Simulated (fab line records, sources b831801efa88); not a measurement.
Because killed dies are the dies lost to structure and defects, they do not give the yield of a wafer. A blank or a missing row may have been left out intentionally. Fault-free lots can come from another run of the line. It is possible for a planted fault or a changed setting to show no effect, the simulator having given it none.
Matching of chambers	flow gf180mcu	GF_V2_CMP_04 on cmp-01 has 4 sister chambers
The step polishes SiO2. 8 wafers are shown with their chamber, then 7 later ones without.

== WAFERS PAIRED WITH THEIR CHAMBERS ==
wafer	chamber	motor-current-A (A)	time-to-endpoint-s (s)
L751.6	3	12.5	82
L754.3	0	11.7	78
L754.4	2	12.6	85
L754.5	0	12.4	82
L758.1	2	12.6	82
L758.2	3	12.6	81
L758.4	1	12.4	78
L759.2	1	11.9	66

== WAFERS MISSING THEIR CHAMBER ==
wafer	motor-current-A (A)	time-to-endpoint-s (s)
L759.5	12.7	76
L759.6	12.5	73
L762.2	12.3	80
L762.4	12.1	81
L767.1	13.3	82
L767.2	12.9	79
L767.3	12.1	77

== WHICH CHAMBER EACH WENT THROUGH ==
wafer	from the rows above	in truth
L759.5	can't be placed: 3 or 2 or 1 or 0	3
L759.6	can't be placed: 1 or 3 or 0 or 2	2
L762.2	can't be placed: 0 or 3 or 2 or 1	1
L762.4	can't be placed: 0 or 3 or 2 or 1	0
L767.1	can't be placed: 2 or 3 or 0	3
L767.2	can't be placed: 3 or 2 or 0 or 1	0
L767.3	can't be placed: 0 or 1 or 3 or 2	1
Correctly placed: 0 of 7. Can't be placed from these rows: 7 (the true chamber is among the candidates in 7). Wrongly placed: 0.
How it was worked out, from the rows above alone: a wafer's distance from a chamber is the root of the sum, over the readings, of the square of ((its reading less the chamber's mean) divided by the reading's scatter). If the next closest chamber is less than 2 further off than the closest, the wafer can't be placed; otherwise it belongs to the closest. For every chamber, the mean is computed from those of its wafers that are shown. The scatter: the root of (the sum of the squares of (reading less its chamber's mean) over the shown wafers, divided by (wafers less chambers)).
